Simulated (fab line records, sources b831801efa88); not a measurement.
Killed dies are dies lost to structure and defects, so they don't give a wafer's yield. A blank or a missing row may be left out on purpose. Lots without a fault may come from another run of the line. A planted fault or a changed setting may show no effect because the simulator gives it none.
Split-lot experiment | flow sky130 | 5 lots, 23 wafers read, on a route of 708 steps

THE SPLIT
At SKY_VIA2_SPUTTER_20 (material TiN, target thk 20 nm, time 80 s), the setting chamber_pressure_pa was moved away from the recipe's 5 Pa on 20 of the 23 wafers read, by -10.7% to +10.5%. The other wafers ran this setting at the recipe's value.

The reading is taken at the split's own step.

THE READING
TiN_of_VIA2_SPUTTER_20.thk_nm (the simulator's own value, which no gauge read), in nm, at SKY_VIA2_SPUTTER_20 (material TiN, target thk 20 nm, time 80 s). The file gives no usual value for it. The 3 wafers here that ran the recipe average 20.15 nm, standard deviation 0.05 nm.

wafer  | tool, chamber at the split | chamber_pressure_pa as run, Pa | against the recipe | TiN_of_VIA2_SPUTTER_20.thk_nm, nm | against lot-mates on the recipe
L074.1 | pvd_sputter-02, -          | 4.464                          | -10.7%             | 22.48                             | no lot-mate on the recipe
L074.2 | pvd_sputter-02, -          | 4.464                          | -10.7%             | 21.92                             | no lot-mate on the recipe
L074.3 | pvd_sputter-02, -          | 4.464                          | -10.7%             | 22.43                             | no lot-mate on the recipe
L074.4 | pvd_sputter-02, -          | 4.464                          | -10.7%             | 22.54                             | no lot-mate on the recipe
L074.6 | pvd_sputter-02, -          | 4.464                          | -10.7%             | 22.57                             | no lot-mate on the recipe
L077.1 | pvd_sputter-02, -          | 5.387                          | +7.7%              | 18.71                             | no lot-mate on the recipe
L077.2 | pvd_sputter-02, -          | 5.387                          | +7.7%              | 19.08                             | no lot-mate on the recipe
L077.3 | pvd_sputter-02, -          | 5.387                          | +7.7%              | 19.01                             | no lot-mate on the recipe
L077.4 | pvd_sputter-02, -          | 5.387                          | +7.7%              | 19.27                             | no lot-mate on the recipe
L077.5 | pvd_sputter-02, -          | 5.387                          | +7.7%              | 19.34                             | no lot-mate on the recipe
L079.1 | pvd_sputter-04, -          | 5                              | recipe             | 20.19                             | -
L079.4 | pvd_sputter-04, -          | 5                              | recipe             | 20.08                             | -
L079.5 | pvd_sputter-04, -          | 5                              | recipe             | 20.18                             | -
L080.1 | pvd_sputter-01, -          | 4.574                          | -8.5%              | 21.13                             | no lot-mate on the recipe
L080.2 | pvd_sputter-01, -          | 4.574                          | -8.5%              | 21.36                             | no lot-mate on the recipe
L080.4 | pvd_sputter-01, -          | 4.574                          | -8.5%              | 21.72                             | no lot-mate on the recipe
L080.5 | pvd_sputter-01, -          | 4.574                          | -8.5%              | 21.62                             | no lot-mate on the recipe
L080.6 | pvd_sputter-01, -          | 4.574                          | -8.5%              | 21.19                             | no lot-mate on the recipe
L085.1 | pvd_sputter-01, -          | 5.523                          | +10.5%             | 17.66                             | no lot-mate on the recipe
L085.2 | pvd_sputter-01, -          | 5.523                          | +10.5%             | 17.53                             | no lot-mate on the recipe
L085.3 | pvd_sputter-01, -          | 5.523                          | +10.5%             | 17.94                             | no lot-mate on the recipe
L085.4 | pvd_sputter-01, -          | 5.523                          | +10.5%             | 17.82                             | no lot-mate on the recipe
L085.6 | pvd_sputter-01, -          | 5.523                          | +10.5%             | 17.52                             | no lot-mate on the recipe

THE FIT
A straight line over all 23 wafers: TiN_of_VIA2_SPUTTER_20.thk_nm changes by -0.192 nm for each +1% of chamber_pressure_pa; r = -0.97; the points scatter about the line by 0.42 nm.
Too few moved wafers have a lot-mate on the recipe to fit a line with each lot's own level taken away.

THE FILE'S OWN FIT
TiN_of_VIA2_SPUTTER_20.thk_nm changes by -0.192 nm for each +1% of chamber_pressure_pa, r = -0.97.
